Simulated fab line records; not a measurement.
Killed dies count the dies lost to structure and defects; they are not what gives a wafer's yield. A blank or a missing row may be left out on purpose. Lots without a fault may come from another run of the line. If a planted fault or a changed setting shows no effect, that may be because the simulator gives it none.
Code-filled problem report in 8D (eight disciplines) form -- flow sky130 -- the parts of the form that need people (team, actions taken, sign-off) are left out

1. PROBLEM STATEMENT
Mean of oes product au at SKY_VIA3_ETCH_15: 0.375 a.u. across 9 wafers in 3 lots; on wafers with no fault it is 0.946 a.u. (standard deviation 0.0046). So: -99 or more standard deviations from the usual mean.
The step: etches SiO2 in C4F8/O2/Ar, stops on TiN, target depth 507 nm, time 78 s.
Earliest sighting: wafer L154.2 on rie diel-01 at day 43 05:37. Wafers with a number at this step in the record: 27, from 9 lots. Rule for "out", or "out of limits": more than 4 standard deviations from the usual mean. The other wafers with a number count as sound.

2. WHAT THIS IS AND IS NOT
question,is,is not
which readings at this step,oes product au,"bias w, chamber pressure mTorr"
which lots,"L154, L155, L156","L148, L149, L159, L163, L164, L165"
which wafers of those lots,all that have a number,-
read on which tools,rie diel-01,rie diel-02
when,from day 43 05:37,"up to then (6 sound wafers); but 12 sound wafers of L159, L163, L164, L165 came after"

3. SUSPECTS, AND WHAT RULES EACH OUT
Counting: a tool at any process step up to the reading remains a suspect when it ran all the lots that are out and ran no sound lot after the first of those.
- rie diel-01 at SKY_VIA3_ETCH_14 (etches BARC in N2/H2, stops on SiO2, time 45.9 s, target depth 60 nm): ruled out as a lasting fault. Sound lots L163, L164, L165 ran on it after its first lot that is out, L154 (day 43 05:35).
- rie diel-01 at SKY_VIA3_ETCH_15 (etches SiO2 in C4F8/O2/Ar, stops on TiN, target depth 507 nm, time 78 s): ruled out as a lasting fault. Sound lots L163, L164, L165 ran on it after its first lot that is out, L154 (day 43 05:37).
Left after counting: nothing in the record.

4. THE CAUSE (what the simulator had put in)
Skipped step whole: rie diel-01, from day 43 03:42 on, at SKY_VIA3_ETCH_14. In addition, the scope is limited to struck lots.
Counting ruled it out, wrongly.

5. THE CHAIN OF EFFECTS, in route order
Rows list readings where the struck wafers' mean (over those with a number) sits beyond 3 standard deviations from the usual. Only readings for which the record gives a usual standard deviation are gone through. hours: the time from each lot's start at the first step in this table that gives one to its start at this step, as a median over the lots. sigmas: the change in usual standard deviations.
hours,step,reading,usual,on struck wafers,change,sigmas
0,SKY_VIA3_ETCH_15,oes product au,0.946 a.u.,0.375,-0.571,-99 or more
0,SKY_VIA3_STRIP_16,oes product au,0.402 a.u.,0.419,+0.017,+3.5
0,SKY_VIA3_STRIP_16,strip time to endpoint s,4.143 s,4.600,+0.457,+17
131,SKY_PAD_OPEN_PROBE_99,defect limited yield,82.8 %,0.0,-82.8,-46
131,SKY_PAD_OPEN_PROBE_99,killed_at_M0_to_M3,43,451,+408,+65
131,SKY_PAD_OPEN_PROBE_99,killed dies,85,492,+407,+46
131,SKY_PAD_OPEN_PROBE_99,killed on rim,17,96,+79,+20
131,SKY_PAD_OPEN_PROBE_99,sort_bin_5_function,10.4 %,94.0,+83.6,+56
131,SKY_PAD_OPEN_PROBE_99,sort n pass,407,0,-407,-46
131,SKY_PAD_OPEN_PROBE_99,sort yield pct,82.8 %,0.0,-82.8,-46
The process steps in it:
- SKY_VIA3_ETCH_15: etches SiO2 in C4F8/O2/Ar, stops on TiN, target depth 507 nm, time 78 s.
- SKY_VIA3_STRIP_16: strips in O2/N2.
- SKY_PAD_OPEN_PROBE_99
Readings that are blank on the struck wafers while sound wafers have them: bias w at SKY_VIA3_ETCH_14; chamber pressure mTorr at SKY_VIA3_ETCH_14; drypump motor current A at SKY_VIA3_ETCH_14; oes product au at SKY_VIA3_ETCH_14; rf fwd power W at SKY_VIA3_ETCH_14; throttle valve pct at SKY_VIA3_ETCH_14.

6. WHAT WOULD HAVE CAUGHT IT SOONER
In this record the first reading out of limits was taken at day 43 05:37, 2 hours after the fault began at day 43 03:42.
At SKY_VIA3_ETCH_14 the tool's readings are blank on the struck wafers, where sound wafers have them: an empty tool record is the first sign, and it was there at once.
